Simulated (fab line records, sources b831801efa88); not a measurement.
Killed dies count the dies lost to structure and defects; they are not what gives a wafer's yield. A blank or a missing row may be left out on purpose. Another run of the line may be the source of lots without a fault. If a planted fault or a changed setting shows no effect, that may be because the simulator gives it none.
Problem report in the 8D (eight disciplines) form, filled by code :: flow gf180mcu :: the parts of the form that need people (team, actions taken, sign-off) are left out

== 1. WHAT IS WRONG ==
Wafers without a fault read 230.0 nm, standard deviation 1.1; cd nm at GF_M1_CD_MEAS_14 reads a mean of 236.2 nm on 6 wafers belonging to 2 lots. That is +5.7 standard deviations from the usual mean.
The step: target cd 230 nm.
Earliest sighting: wafer L668.1 on cd sem-02 at day 21 10:39. The record holds 33 wafers of 11 lots with a number at this step. The rule behind "out" and "out of limits": a value lying over 4 standard deviations away from the usual mean. The rest of the wafers with a number are treated as sound.

== 2. WHAT IT IS, WHAT IT ISN'T ==
question: which readings at this step
is: cd nm
is not: -

question: which lots
is: L668, L672
is not: L657, L660, L661, L662, L666, L667, L670, L678, L680

question: which wafers of those lots
is: all that have a number
is not: -

question: read on which gauges
is: cd sem-01, cd sem-02
is not: -

question: when
is: from day 21 10:39
is not: up to then (18 sound wafers); but 9 sound wafers of L670, L678, L680 came after

== 3. THE SUSPECTS, EACH WITH WHAT RULES IT OUT ==
Counting: a tool at any process step up to the reading remains a suspect when it ran all the lots that are out and ran no sound lot after the first of those.
- the gauge at GF_M1_CD_MEAS_14 is ruled out. Those wafers that are out were read across 2 gauges (cd sem-01, cd sem-02).
- pvd sputter-01 at GF_CONTACT_SPUTTER_23 (material TiN, target thk 10 nm, time 40 s): ruled out as a lasting fault. Sound lots L670 ran on it after its first lot that is out, L668 (day 20 09:37).
- litho track-01 at GF_M1_COAT_09 (resist thk 1000 nm): kept. It ran every lot that is out, first L668 (day 20 22:25), and no sound lot after that; its last sound lot up to then is L667 (day 20 11:49).
Left after counting: litho track-01 at GF_M1_COAT_09.

== 4. THE CAUSE (what the simulator had put in) ==
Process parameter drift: litho track-01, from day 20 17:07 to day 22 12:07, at GF_M1_COAT_09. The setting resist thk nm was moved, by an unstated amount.
After counting, this tool was the only one left.

== 5. THE EFFECT CHAIN, in route order ==
Each row: a reading whose mean over the struck wafers that have a number lies more than 3 standard deviations from the usual. Readings are gone through only where the record gives a usual standard deviation; hours: the median, over the lots, of the time from a lot's start at the first step in this table giving one to that lot's start at this step; sigmas: the change measured in usual standard deviations.
hours: 0
step: GF_M1_CD_MEAS_14
reading: cd nm
usual: 230.0 nm
on struck wafers: 236.2
change: +6.2
sigmas: +5.7

hours: 0
step: GF_M1_STRIP_17
reading: oes product au
usual: 0.539 a.u.
on struck wafers: 0.624
change: +0.085
sigmas: +15

hours: 0
step: GF_M1_STRIP_17
reading: strip time to endpoint s
usual: 7.40 s
on struck wafers: 9.44
change: +2.04
sigmas: +32
The process steps in it:
- GF_M1_STRIP_17: strips in O2/N2.

== 6. WHAT WOULD HAVE CAUGHT IT SOONER ==
In this record the first reading out of limits at a measuring or inspecting step was taken at day 21 10:39, 18 hours after the fault began at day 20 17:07.
Among the 2 lots that are out, L672 began GF_M1_COAT_09 on litho track-01 after day 21 10:39. A tool hold placed at that time would have kept it from harm.
